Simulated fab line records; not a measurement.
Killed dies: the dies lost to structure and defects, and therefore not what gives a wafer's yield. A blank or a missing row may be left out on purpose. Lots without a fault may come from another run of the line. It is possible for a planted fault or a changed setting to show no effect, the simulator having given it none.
One fault seen from 2 desks || flow sky130 || each desk has only its own numbers; what lay behind them comes last

== AT THE METROLOGY DESK ==
Lot by lot, what the gauges showed, no matter which tool ran the lot: averages of those sampled wafers that carry a number. If a lot's mean is further than 4 standard deviations from the usual mean, the lot is out of limits and carries the mark OUT (the distance appears in the brackets).
Columns: A = GATE_OXIDE_OVL at SKY_GATE_OXIDE_OVL_MEAS_10, usual 1.0 nm; B = POLY_GATE_OXIDATION_THK at SKY_POLY_GATE_THK_MEAS_21, usual 3.99 nm; C = cdNm at SKY_SD_P_CD_MEAS_07, usual 379.9 nm; D = SD_P_OVL at SKY_SD_P_OVL_MEAS_08, usual -0.2 nm
{"lot": "L336", "first seen here": "day 14 00:57", "A": 1.7, "B": 3.95, "C": 378.4, "D": 1.6}
{"lot": "L337", "first seen here": "day 14 12:48", "A": 1.8, "B": 3.91, "C": 382.1, "D": -1.6}
{"lot": "L339", "first seen here": "day 15 06:50", "A": 1.2, "B": 4.01, "C": 378.9, "D": 1.1}
{"lot": "L340", "first seen here": "day 15 12:52", "A": 0.8, "B": 4.02, "C": 382.3, "D": 0.3}
{"lot": "L343", "first seen here": "day 16 19:19", "A": 1.1, "B": 4.07, "C": 379.1, "D": 0.1}
{"lot": "L345", "first seen here": "day 17 00:41", "A": 1.1, "B": 4.03, "C": 381.5, "D": -0.6}
{"lot": "L344", "first seen here": "day 17 00:59", "A": 0.6, "B": 4.01, "C": 380.0, "D": 0.7}
{"lot": "L347", "first seen here": "day 18 05:20", "A": 0.5, "B": 3.91, "C": 374.4, "D": -0.8}
{"lot": "L350", "first seen here": "day 19 02:36", "A": -0.8, "B": 4.02, "C": 379.2, "D": 1.5}
{"lot": "L351", "first seen here": "day 19 11:20", "A": 1.2, "B": 3.86, "C": 382.0, "D": "55.6 (+40) OUT"}
{"lot": "L352", "first seen here": "day 19 16:55", "A": -0.3, "B": 4.08, "C": 380.6, "D": "54.0 (+39) OUT"}
{"lot": "L355", "first seen here": "day 20 20:49", "A": 3.1, "B": 4.09, "C": 382.9, "D": -0.2}
{"lot": "L357", "first seen here": "day 21 12:27", "A": 2.3, "B": 4.01, "C": 379.8, "D": -2.2}
This desk reports L351, L352 out of limits; the earliest was L351 at day 30 21:05 (SD_P_OVL at SKY_SD_P_OVL_MEAS_08). Within limits: L336, L337, L339, L340, L343, L345, L344, L347, L350, L355, L357.

== AT THE TOOL OWNER'S DESK: ilineStepper-01 ==
The tool's own readings at SKY_SD_P_EXPOSE_04 (exposes mask PSDM, target cd 380 nm): means of the sampled wafers that have a number, for each lot that ran on this tool. If a lot's mean is further than 4 standard deviations from the usual mean, the lot is out of limits and carries the mark OUT (the distance appears in the brackets).
Columns: A = reticleTempC at SKY_SD_P_EXPOSE_04, usual 23.01 C
{"lot": "L336", "first seen here": "day 25 03:37", "A": 22.89}
{"lot": "L339", "first seen here": "day 26 06:36", "A": 23.08}
{"lot": "L345", "first seen here": "day 28 05:40", "A": 23.16}
{"lot": "L347", "first seen here": "day 29 04:23", "A": 22.99}
{"lot": "L351", "first seen here": "day 30 07:31", "A": 23.00}
{"lot": "L352", "first seen here": "day 30 11:45", "A": 23.05}
Finding of this desk: none of the 6 lots has anything out of limits.

== ALL TOGETHER ==
An alarm was possible from the metrology desk at day 30 21:05, on L351, L352.
The tool owner's desk saw nothing out of limits.
Tool owner's desk: L351, L352 on record, inside its limits.
Every lot named ran SKY_SD_P_EXPOSE_04 on ilineStepper-01.

== WHAT WAS PUT IN BY THE SIMULATOR ==
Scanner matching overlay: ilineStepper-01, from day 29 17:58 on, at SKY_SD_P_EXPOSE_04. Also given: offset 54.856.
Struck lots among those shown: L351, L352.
Delay in hours, fault start to first out-of-limits reading, per desk: metrology desk 27.
